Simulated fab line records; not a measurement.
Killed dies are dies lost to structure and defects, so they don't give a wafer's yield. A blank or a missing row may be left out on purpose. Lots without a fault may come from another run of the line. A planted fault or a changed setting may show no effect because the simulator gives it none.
Chamber matching + flow gf180mcu + GF_V4_CMP_26 on cmp-02: 4 sister chambers
The step polishes, stops on SiO2, t overpolish 15 s, target thk 0 nm. 4 wafers are shown with their chamber, then 8 later ones without.

EACH WAFER AND ITS CHAMBER
| wafer  | chamber | motor current A (A) |
|--------|---------|---------------------|
| L453.3 | 2       | 8.9                 |
| L467.1 | 3       | 11.5                |
| L467.5 | 1       | 11.8                |
| L468.3 | 0       | 9.4                 |

WAFERS WITHOUT THEIR CHAMBER
| wafer  | motor current A (A) |
|--------|---------------------|
| L468.4 | 11.3                |
| L468.5 | 11.4                |
| L472.1 | 9.8                 |
| L472.2 | 11.6                |
| L472.4 | 12.0                |
| L473.3 | 9.1                 |
| L473.4 | 12.4                |
| L473.6 | 9.1                 |

WHICH CHAMBER EACH ONE RAN IN
| wafer  | from the rows above     | in truth |
|--------|-------------------------|----------|
| L468.4 | can't be placed: 3 or 1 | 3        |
| L468.5 | can't be placed: 3 or 1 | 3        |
| L472.1 | can't be placed: 0 or 2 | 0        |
| L472.2 | can't be placed: 3 or 1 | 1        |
| L472.4 | can't be placed: 1 or 3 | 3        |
| L473.3 | can't be placed: 2 or 0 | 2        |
| L473.4 | can't be placed: 1 or 3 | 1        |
| L473.6 | can't be placed: 2 or 0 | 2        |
0 of 8 placed correctly. From these rows, 8 cannot be placed; in 8 the true chamber is one of the candidates. Number placed wrongly: 0.
How it was worked out, from the rows above alone: a wafer's distance from a chamber is the root of the sum, over the readings, of the square of ((its reading less the chamber's mean) divided by the reading's scatter). If the next closest chamber is less than 2 further off than the closest, the wafer can't be placed; otherwise it belongs to the closest. A chamber's mean is the mean of its shown wafers. The scatter: root of mean squared gap, hidden wafer to nearest shown wafer, with one shown wafer a chamber.
